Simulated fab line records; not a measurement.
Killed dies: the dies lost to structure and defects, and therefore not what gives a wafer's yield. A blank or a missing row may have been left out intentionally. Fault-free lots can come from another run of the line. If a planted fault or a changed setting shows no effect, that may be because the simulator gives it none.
A lot that was struck, set against a sound lot | flow gf180mcu | 17 out of 602 route steps
Sound: wafers L386.1, L386.2, L386.6. Wafers L396.1, L396.4, L396.5 were the ones struck. Last of all comes the cause.
Each step with rows lists, per side, the tool, then ch with its chambers, then its first start. Under that, the readings that differ: sound wafers | struck wafers | difference of the means | sigmas: that difference in standard deviations of wafers without a fault.
alike: readings whose means differ by less than 2 such deviations, and words and numbers that are the same on both sides. not compared: withheld readings, readings that some wafer has no value for, bounds like >300 that may hide the same value, and numbers for which the record gives no deviation and whose values overlap.
A row with sigmas, a row that says differs or no value, or rows on one side alone: a step with any of these is where the two part. Non-overlapping numbers with no deviation appear without sigmas and do not part them. A reading that every wafer of one side lacks parts them only if that side has two wafers or more.

first, 1 step without rows for these wafers: GF_HV_LDD_CVD_56 (deposits Si3N4 from DCS/NH3, target thk 90 nm, time 1543 s).
GF_HV_LDD_THK_MEAS_57:
  sound on film metro-02 at day 13 13:44; struck on film metro-04 at day 16 16:55
  alike: HV_LDD_CVD_56_THK
GF_HV_LDD_ETCHBACK_58: etches Si3N4 in CH3F/O2, stops on SiO2, time 100 s, target depth 90 nm.
  sound on rie diel-01 ch 0,1,3, day 13 13:48; struck on rie diel-01 ch 0,2, day 16 16:59
  alike: drypump motor current A, oes product au, rf fwd power W, throttle valve pct
  not compared: rf hours counter h
then, 7 steps without rows for these wafers: GF_NSD_DEHYDRATE_00 (time 60 s); GF_NSD_HMDS_01 (prime time 60 s); GF_NSD_COAT_02 (resist thk 1000 nm); GF_NSD_SOFTBAKE_03 (time 60 s); GF_NSD_EXPOSE_04 (exposes mask Nplus, target cd 400 nm); GF_NSD_PEB_05; GF_NSD_DEVELOP_06 (develop time 60 s).
GF_NSD_CD_MEAS_07: the cd target is 400 nm.
  sound on cd sem-01 at day 14 09:46; struck on cd sem-02 at day 17 16:23
  reading    | sound             | struck            | difference | sigmas
  cd nm (nm) | 395.4 394.2 393.8 | 399.9 399.8 401.2 | +5.8       | +3
GF_NSD_OVL_MEAS_08:
  sound on overlay-01 at day 14 09:53; struck on overlay-01 at day 17 16:31
  alike: NSD_OVL
GF_NSD_IMPLANT_09:
  sound on implanter-01 ch 0, day 14 09:56; struck on implanter-02 ch 0, day 17 16:33
  reading                   | sound                | struck               | difference | sigmas
  beam energy keV           | 60.001 60.000 60.025 | 58.973 58.974 58.989 | -1.030     | -57
  faraday current uA        | 11448 11278 11508    | 14438 13942 13972    | +2706      | +2
  model.implant.drp nm (nm) | 16.15 16.15 16.15    | 15.94 15.94 15.94    | -0.21      |
then, 1 step without rows for these wafers: GF_NSD_IMPLANT_10.
GF_NSD_STRIP_11: strips in O2/N2.
  sound on plasma asher-02 ch 0,1, day 14 10:14; struck on plasma asher-03 ch 0, day 17 16:51
  reading                      | sound             | struck            | difference | sigmas
  drypump motor current A (A)  | 6.08 5.94 6.05    | 5.38 5.40 5.39    | -0.63      | -2
  strip time to endpoint s (s) | 22.95 22.87 22.97 | 22.87 22.79 22.84 | -0.10      | -2
  alike: heater power w, n2 flow sccm, o2 flow sccm, oes product au
  not compared: rf hours counter h
GF_NSD_TW_MEAS_12:
  sound on film metro-02 at day 14 10:20; struck on film metro-02 at day 17 16:57
  alike: NSD_TW
-- the record jumps here: 15 days lie between the struck wafers' starts before and after (it left off in module NSD and takes up again in module PASSIVATION, whose first step shown is number 602 of the route) --
GF_PASSIVATION_PROBE_99:
  only the struck wafers here have rows in the record (prober-01, day 32 16:22); the sound ones have none

WHERE THEY PART
Earliest at GF_NSD_CD_MEAS_07; latest, in this record, at GF_PASSIVATION_PROBE_99.

WHY: whatever the simulator had introduced
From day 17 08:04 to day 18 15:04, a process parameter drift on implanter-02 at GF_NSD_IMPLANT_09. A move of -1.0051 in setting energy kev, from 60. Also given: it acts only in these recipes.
